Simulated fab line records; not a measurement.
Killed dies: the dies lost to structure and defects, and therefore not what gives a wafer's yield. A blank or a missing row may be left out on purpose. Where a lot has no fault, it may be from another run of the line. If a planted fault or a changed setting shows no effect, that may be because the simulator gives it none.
Which tool was responsible?	flow sky130	6 lots, 18 wafers sampled, at 1 step of a route of 708

WHAT EACH GAUGE READ, for each wafer
SKY_LDD_HVP_TW_MEAS_10.
lot	measured	on	LDD_HVP_TW
L446	day 23 12:20	film metro-03	456 459 458
L448	day 24 11:59	film metro-04	462 461 457
L451	day 25 14:42	film metro-03	460 462 460
L455	day 27 03:41	film metro-02	453 452 455
L458	day 27 21:41	film metro-04	463 463 463
L464	day 29 13:23	film metro-04	463 462 462

WHICH TOOL RAN EACH LOT (tool, then ch and the chambers of the sampled wafers, then the start)
The record shows no process step preceding these readings.

THE ANSWER, worked out from the rows above alone
Rule: the lots themselves supply what counts as usual. Put in order of their means at a reading, lots are off if they are a third of the lots or fewer, leave a main group of 4 or more, and stand apart from it by a gap of 3 or more times the standard deviation of the main group's means; of several such gaps the widest counts. If all means in a main group match to the digits the tables above print for the reading, that group is not used. A lot without any number at a reading at which 4 lots or more have one is off too. All remaining lots with rows at the step are treated as sound.
Across all readings shown, no lot is off: no conclusion can be drawn from this.

WHAT THE SIMULATOR HAD INSERTED
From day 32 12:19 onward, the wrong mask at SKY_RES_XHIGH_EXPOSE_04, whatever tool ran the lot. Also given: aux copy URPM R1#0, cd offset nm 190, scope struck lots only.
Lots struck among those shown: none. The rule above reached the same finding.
